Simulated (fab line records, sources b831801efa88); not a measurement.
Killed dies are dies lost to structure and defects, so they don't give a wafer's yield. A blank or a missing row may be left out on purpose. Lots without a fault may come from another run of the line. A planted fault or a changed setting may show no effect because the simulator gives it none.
Which tool did it? | flow sky130 | 12 lots, 36 wafers sampled, at 4 steps of a route of 708

WHAT THE GAUGES READ, wafer by wafer
SKY_METAL3_OVL_MEAS_14.
lot  | measured     | on         | METAL3_OVL (nm)
L075 | day 38 03:40 | overlay-02 | 5 4 1
L077 | day 39 09:49 | overlay-02 | -3 3 -4
L079 | day 39 18:46 | overlay-02 | 6 15 2
L081 | day 40 14:43 | overlay-01 | -12 -12 -12
L083 | day 41 02:19 | overlay-02 | 1 -6 4
L086 | day 41 15:13 | overlay-01 | -1 4 3
L087 | day 42 05:37 | overlay-02 | 8 2 7
L089 | day 42 17:22 | overlay-02 | -5 0 -5
L091 | day 43 05:16 | overlay-01 | 9 1 5
L094 | day 45 00:46 | overlay-02 | -1 -4 1
L095 | day 45 02:34 | overlay-02 | 2 -1 -3
L097 | day 45 06:35 | overlay-01 | -1 1 2

WHICH TOOL RAN EACH LOT (tool, then ch and the chambers of the sampled wafers, then the start)
lot  | SKY_VIA1_SPUTTER_20          | SKY_METAL2_SPUTTER_01        | SKY_METAL2_METAL_ETCH_19
L075 | pvd_sputter-01, day 33 16:14 | pvd_sputter-03, day 33 16:53 | rie_metal-02 ch 0,1, day 34 18:15
L077 | pvd_sputter-02, day 34 21:16 | pvd_sputter-01, day 34 21:56 | rie_metal-02 ch 0,1, day 36 00:17
L079 | pvd_sputter-01, day 35 08:12 | pvd_sputter-02, day 35 08:52 | rie_metal-01 ch 0,1, day 36 11:08
L081 | pvd_sputter-04, day 36 06:14 | pvd_sputter-01, day 36 06:53 | rie_metal-03 ch 1, day 37 09:17
L083 | pvd_sputter-01, day 36 17:05 | pvd_sputter-01, day 36 17:59 | rie_metal-01 ch 0,1, day 37 20:17
L086 | pvd_sputter-04, day 37 08:31 | pvd_sputter-01, day 37 09:10 | rie_metal-03 ch 0,1, day 38 11:00
L087 | pvd_sputter-04, day 38 00:01 | pvd_sputter-03, day 38 00:40 | rie_metal-01 ch 0,1, day 39 01:39
L089 | pvd_sputter-02, day 38 12:02 | pvd_sputter-03, day 38 12:41 | rie_metal-03 ch 0,1, day 39 14:20
L091 | pvd_sputter-04, day 39 00:11 | pvd_sputter-03, day 39 01:17 | rie_metal-01 ch 0,1, day 40 02:43
L094 | pvd_sputter-04, day 41 01:16 | pvd_sputter-01, day 41 01:55 | rie_metal-02 ch 0, day 42 01:26
L095 | pvd_sputter-04, day 41 02:14 | pvd_sputter-02, day 41 02:53 | rie_metal-01 ch 0,1, day 42 02:32
L097 | pvd_sputter-01, day 41 09:11 | pvd_sputter-03, day 41 09:49 | rie_metal-03 ch 0,1, day 42 09:49
- SKY_VIA1_SPUTTER_20: material TiN, target thk 20 nm, time 80 s.
- SKY_METAL2_SPUTTER_01: material TiN, target thk 20 nm, time 17.19 s.
- SKY_METAL2_METAL_ETCH_19: etches the open film in Cl2/BCl3, stops on SiO2, target depth 360 nm, time 78 s.

THE ANSWER, worked out from the rows above alone
Rule: what is usual is taken from the lots themselves. Put in order of their means at a reading, lots are off if they are a third of the lots or fewer, leave a main group of 4 or more, and stand apart from it by a gap of 3 or more times the standard deviation of the main group's means; of several such gaps the widest counts. A main group whose means are all the same, to the digits that the tables above print for the reading, isn't used. A lot without any number at a reading at which 4 lots or more have one is off too. The other lots that the step has rows for count as sound.
No lot is off at any reading shown: from this, nothing can be told.

WHAT THE SIMULATOR HAD PUT IN
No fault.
